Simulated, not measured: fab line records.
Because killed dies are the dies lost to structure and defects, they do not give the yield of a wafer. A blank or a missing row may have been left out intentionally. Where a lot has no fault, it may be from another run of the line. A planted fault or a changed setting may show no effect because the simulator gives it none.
Chamber matching ; flow sfq line ; 3 sister chambers for SFQ_TRILAYER_L0_CAP_PECVD_011 on pecvd-04
The step deposits SiO2 from SiH4/N2O, time 13.333 s, target thk 60 nm. 6 wafers are shown with their chamber, then 7 later ones without.

## WAFERS PAIRED WITH THEIR CHAMBERS
wafer;chamber;throttle valve pct (%);heater power w (W)
L488.4;2;22.5;80
L492.4;2;22.5;77
L503.5;0;22.7;83
L503.6;1;24.0;77
L505.1;0;22.9;94
L505.3;1;23.9;68

## WAFERS WITHOUT THEIR CHAMBER
wafer;throttle valve pct (%);heater power w (W)
L505.5;22.8;84
L506.2;24.1;65
L506.3;22.6;89
L506.5;22.6;77
L509.1;22.6;96
L509.4;22.7;95
L509.5;24.1;79

## WHICH CHAMBER EACH ONE RAN IN
wafer;from the rows above;in truth
L505.5;0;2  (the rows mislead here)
L506.2;1;1
L506.3;can't be placed: 2 or 0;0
L506.5;can't be placed: 2 or 0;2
L509.1;can't be placed: 0 or 2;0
L509.4;can't be placed: 0 or 2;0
L509.5;1;1
Correctly placed: 2 of 7. Cannot be placed on the basis of these rows: 4; the candidates contain the true chamber in 4. Placed wrongly: 1.
How it was worked out, from the rows above alone: a wafer's distance from a chamber is the root of the sum, over the readings, of the square of ((its reading less the chamber's mean) divided by the reading's scatter). If the next closest chamber is less than 2 further off than the closest, the wafer can't be placed; otherwise it belongs to the closest. Each chamber's mean is taken over the wafers shown for it. The scatter: the root of (the sum of the squares of (reading less its chamber's mean) over the shown wafers, divided by (wafers less chambers)).
